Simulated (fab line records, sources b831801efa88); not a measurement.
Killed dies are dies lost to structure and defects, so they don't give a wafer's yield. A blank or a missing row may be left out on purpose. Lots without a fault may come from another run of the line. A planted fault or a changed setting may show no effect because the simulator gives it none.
One fault seen from 2 desks | flow sfq_line | each desk has only its own numbers; what lay behind them comes last

THE TOOL OWNER'S DESK: rie_diel-03
The tool's own readings at SFQ_TRILAYER_I6_VIA_BARC_OPEN_VIA_ETCH_235 (etches BARC in O2, target depth 125 nm, time 41.7 s): means of the sampled wafers that have a number, for each lot that ran on this tool. A lot is out of limits, marked OUT, if its mean lies more than 4 standard deviations from the usual mean; the brackets give that distance.
Columns: A = drypump_motor_current_A at SFQ_TRILAYER_I6_VIA_BARC_OPEN_VIA_ETCH_235, usual 5.7 A; B = oes_product_au at SFQ_TRILAYER_I6_VIA_BARC_OPEN_VIA_ETCH_235, usual 0.685 a.u.; C = run_length_s at SFQ_TRILAYER_I6_VIA_BARC_OPEN_VIA_ETCH_235, usual 70.2 s
lot  | first seen here | A   | B                | C
L222 | day 72 02:26    | 5.6 | 0.681            | 70.2
L224 | day 76 02:37    | 5.9 | 0.686            | 70.1
L229 | day 76 19:27    | 6.2 | 0.686            | 70.5
L233 | day 81 03:48    | 5.6 | 0.667 (-4.1) OUT | 72.1 (+4.7) OUT
L234 | day 81 07:32    | 6.2 | 0.673            | 72.0 (+4.4) OUT
L238 | day 82 07:39    | 5.6 | 0.673            | 71.9 (+4.2) OUT
L244 | day 85 20:28    | 5.9 | 0.684            | 70.6
This desk's finding: out of limits on L233, L234, L238; first on L233, day 81 03:48 (oes_product_au at SFQ_TRILAYER_I6_VIA_BARC_OPEN_VIA_ETCH_235). In limits: L222, L224, L229, L244.

THE METROLOGY DESK
What the gauges read, lot by lot, whatever tool the lot ran on: means of the sampled wafers that have a number. A lot is out of limits, marked OUT, if its mean lies more than 4 standard deviations from the usual mean; the brackets give that distance.
Columns: A = M6_NB_RS at SFQ_M6_RS_MEAS_938, usual 0.890 ohm/sq; B = M6_OVL at SFQ_M6_OVL_MEAS_940, usual -5 nm
lot  | first seen here | A     | B
L222 | day 70 20:37    | 0.887 | -11
L224 | day 71 03:31    | 0.884 | -5
L225 | day 71 07:10    | 0.882 | -1
L228 | day 71 16:43    | 0.895 | -1
L229 | day 71 19:08    | 0.899 | -5
L230 | day 71 22:44    | 0.884 | 1
L232 | day 72 02:27    | 0.892 | -7
L233 | day 72 04:53    | 0.883 | -3
L234 | day 72 06:05    | 0.903 | -11
L237 | day 72 14:27    | 0.886 | -9
L238 | day 75 00:55    | 0.897 | -6
L242 | day 77 04:49    | 0.874 | -1
L243 | day 77 13:37    | 0.878 | -7
L244 | day 77 17:18    | 0.900 | 3
L245 | day 78 00:17    | 0.888 | -9
This desk's finding: nothing out of limits on any of the 15 lots.

PUT TOGETHER
The tool owner's desk could have raised an alarm at day 81 03:48, on L233, L234, L238.
The metrology desk saw nothing out of limits.
The metrology desk has L233, L234, L238 on record, within its limits.
Of the lots named, all ran SFQ_TRILAYER_I6_VIA_BARC_OPEN_VIA_ETCH_235 on rie_diel-03.

WHAT THE SIMULATOR HAD PUT IN
Process parameter drift: rie_diel-03, from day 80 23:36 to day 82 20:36, at SFQ_TRILAYER_I6_VIA_BARC_OPEN_VIA_ETCH_235. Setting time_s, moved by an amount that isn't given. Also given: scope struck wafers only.
Lots struck among those shown: L233, L234, L238.
Hours from the fault's start to each desk's first reading out of limits: the tool owner's desk, 4.
